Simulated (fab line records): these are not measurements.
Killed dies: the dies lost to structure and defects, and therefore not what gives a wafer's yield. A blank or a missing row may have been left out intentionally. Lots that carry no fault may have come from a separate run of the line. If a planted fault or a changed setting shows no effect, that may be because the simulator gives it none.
Problem report, 8D (eight disciplines) form, completed by code + flow sky130 + the parts of the form that need people (team, actions taken, sign-off) are left out

1. THE ISSUE
Mean CAPM_TIN_RS at SKY_CAPM_RS_MEAS_03: 10.64 ohm/sq over 3 wafers in 2 lots; fault-free wafers: 6.95 ohm/sq, standard deviation 0.079. That puts it +47 standard deviations away from the usual mean.
The step: measures by four-point-probe.
Earliest sighting: wafer L339.4 on film_metro-02 at day 40 03:22. The record has a number at this step for 27 wafers belonging to 9 lots. By rule, "out" or "out of limits" means more than 4 standard deviations away from the usual mean. All remaining wafers that have a number are taken as sound.

2. WHAT IT IS AND WHAT IT IS NOT
| question                    | is                           | is not                                                                                       |
|-----------------------------|------------------------------|----------------------------------------------------------------------------------------------|
| which readings at this step | CAPM_TIN_RS                  | -                                                                                            |
| which lots                  | L339, L341                   | L328, L331, L332, L344, L346, L347, L350                                                     |
| which wafers of those lots  | L339.4, L339.5, L341.4       | L339.1, L341.1, L341.3                                                                       |
| read on which gauges        | film_metro-02, film_metro-03 | film_metro-01                                                                                |
| when                        | from day 40 03:22            | up to then (10 sound wafers); but 14 sound wafers of L341, L344, L346, L347, L350 came after |

3. WHAT RULES OUT EACH SUSPECT
Counting: if a tool at a process step up to the reading ran every lot that is out, it stays a suspect. Sound lots after the first of them don't rule it out here, since some wafers of a struck lot are sound.
- the gauge at SKY_CAPM_RS_MEAS_03: ruled out. Those wafers that are out were read across 2 gauges (film_metro-02, film_metro-03).
- rie_diel-04 at SKY_VIA2_ETCH_15 (etches SiO2 in C4F8/O2/Ar, stops on TiN, target depth 546 nm, time 84 s): kept. Every lot that is out went through it, the first being L339 (day 40 01:16); the last sound lot it ran before that was L332 (day 38 00:53).
- pvd_sputter-04 at SKY_CAPM_SPUTTER_02 (material TiN, target thk 200 nm, time 166.7 s): kept. Every lot that is out went through it, the first being L339 (day 40 03:16); the last sound lot it ran before that was L332 (day 38 02:32).
The count leaves pvd_sputter-04 at SKY_CAPM_SPUTTER_02 and rie_diel-04 at SKY_VIA2_ETCH_15.

4. THE CAUSE (what the simulator had put in)
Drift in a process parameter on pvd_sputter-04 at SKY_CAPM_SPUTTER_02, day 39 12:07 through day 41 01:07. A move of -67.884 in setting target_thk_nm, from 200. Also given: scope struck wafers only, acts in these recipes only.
Counting leaves 2 suspects; this tool is one of them.

5. SEQUENCE OF EFFECTS, ordered by route
One row per reading whose mean, taken over the struck wafers that have a number, lies over 3 standard deviations from the usual. Scope: only readings with a usual standard deviation given in the record; hours: median across lots of the time from each lot's start at the first step in this table that gives one to its start at this step; sigmas: change in usual standard deviations.
| hours | step                   | reading            | usual       | on struck wafers | change | sigmas |
|-------|------------------------|--------------------|-------------|------------------|--------|--------|
| 0     | SKY_CAPM_RS_MEAS_03    | CAPM_TIN_RS        | 6.95 ohm/sq | 10.64            | +3.69  | +47    |
| 2     | SKY_CAPM_THK_MEAS_04   | CAPM_TIN_THK       | 196.6 nm    | 129.9            | -66.7  | -29    |
| 25    | SKY_CAPM_METAL_ETCH_13 | oes_product_au     | 0.939 a.u.  | 0.748            | -0.191 | -24    |
| 25    | SKY_CAPM_METAL_ETCH_13 | throttle_valve_pct | 21.903 %    | 22.024           | +0.121 | +11    |
The process steps in it:
- SKY_CAPM_METAL_ETCH_13: etches TiN in Cl2/BCl3, stops on SiO2, target depth 220 nm, time 62.9 s.

6. HOW IT WOULD HAVE BEEN CAUGHT EARLIER
15 hours passed between the start of the fault at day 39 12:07 and the first reading out of limits at a measuring or inspecting step in this record, taken at day 40 03:22.
An alarm limit of 4 standard deviations would not have fired on the tool readings at SKY_CAPM_SPUTTER_02 for which the record gives a usual standard deviation, since none of them was out on any struck wafer.
L341, from the lots that are out (2), started SKY_CAPM_SPUTTER_02 on pvd_sputter-04 later than day 40 03:22. Holding the tool at that time would have saved it.
